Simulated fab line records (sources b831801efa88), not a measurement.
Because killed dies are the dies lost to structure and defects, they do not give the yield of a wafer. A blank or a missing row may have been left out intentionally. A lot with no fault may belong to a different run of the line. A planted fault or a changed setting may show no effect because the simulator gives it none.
Struck lot and sound lot, side by side ; flow sky130 ; 16 steps out of a route of 708
Sound: these wafers, L876.2, L876.4, L876.6. Struck: wafers L893.2, L893.5, L893.6. At the end, the cause is stated.
Each step with rows lists, per side, the tool, then ch with its chambers, then its first start. Under that, the readings that differ: sound wafers ; struck wafers ; difference of the means ; sigmas: that difference in standard deviations of wafers without a fault.
alike: same words and numbers on both sides, and readings whose means sit less than 2 such deviations apart. not compared: any withheld reading, any reading some wafer has no value for, any bound like >300 that may hide the same value, and any number with overlapping values for which the record gives no deviation.
A row with sigmas, a row that says differs or no value, or rows on one side alone: a step with any of these is where the two part. Numbers that have no deviation but don't overlap get no sigmas and don't part them. A reading that every wafer of one side lacks parts them only if that side has two wafers or more.

first, 2 steps without rows for these wafers: SKY_VT_ADJUST_PCH_PEB_05; SKY_VT_ADJUST_PCH_DEVELOP_06 (develop time 60 s).
SKY_VT_ADJUST_PCH_OVL_MEAS_07:
  struck on overlay-01, day 15 19:30; sound on overlay-01, day 10 01:24
  alike: VT_ADJUST_PCH_OVL
following that, these wafers have no rows for 1 step: SKY_VT_ADJUST_PCH_IMPLANT_08.
SKY_VT_ADJUST_PCH_STRIP_09: strips in O2/N2.
  sound on plasmaAsher-01 ch 0,1, day 10 01:35; struck on plasmaAsher-01 ch 0,1, day 15 19:41
  alike: drypumpMotorCurrentA, oesProductAu, stripTimeToEndpointS
  not compared: rfHoursCounterH
SKY_VT_ADJUST_PCH_TW_MEAS_10:
  struck on filmMetro-03, day 15 19:47; sound on filmMetro-02, day 10 01:41
reading;sound;struck;difference;sigmas
VT_ADJUST_PCH_TW;147.8 147.5 147.1;141.3 141.4 142.1;-5.9;-2
then, 6 steps without rows for these wafers: SKY_SONOS_TUNNEL_DEHYDRATE_00 (time 60 s); SKY_SONOS_TUNNEL_HMDS_01 (prime time 60 s); SKY_SONOS_TUNNEL_COAT_02 (resist thk 1140 nm); SKY_SONOS_TUNNEL_SOFTBAKE_03 (time 60 s); SKY_SONOS_TUNNEL_EXPOSE_04 (exposes mask TUNM, target cd 410 nm); SKY_SONOS_TUNNEL_PEB_05.
SKY_SONOS_TUNNEL_DEVELOP_06: develop time 60 s.
  sound on lithoTrack-03 ch 0, day 10 23:50; struck on lithoTrack-01 ch 0, day 16 23:12
  alike: chillPlateTempC, developerTempC
SKY_SONOS_TUNNEL_CD_MEAS_07: target cd 410 nm.
  struck on cdSem-01, day 16 23:21; sound on cdSem-02, day 10 23:59
reading;sound;struck;difference;sigmas
cdNm (nm);410.2 409.8 409.6;426.3 429.6 430.5;+18.9;+9
SKY_SONOS_TUNNEL_OVL_MEAS_08:
  struck on overlay-02, day 16 23:27; sound on overlay-02, day 11 00:05
  alike: SONOS_TUNNEL_OVL
SKY_PAD_OPEN_PROBE_99:
  sound wafers here have rows in the record (prober-02, day 45 11:47); struck ones have none

WHERE THEY PART
Last at SKY_PAD_OPEN_PROBE_99 as far as this record goes, first at SKY_VT_ADJUST_PCH_TW_MEAS_10.

WHY: whatever the simulator had introduced
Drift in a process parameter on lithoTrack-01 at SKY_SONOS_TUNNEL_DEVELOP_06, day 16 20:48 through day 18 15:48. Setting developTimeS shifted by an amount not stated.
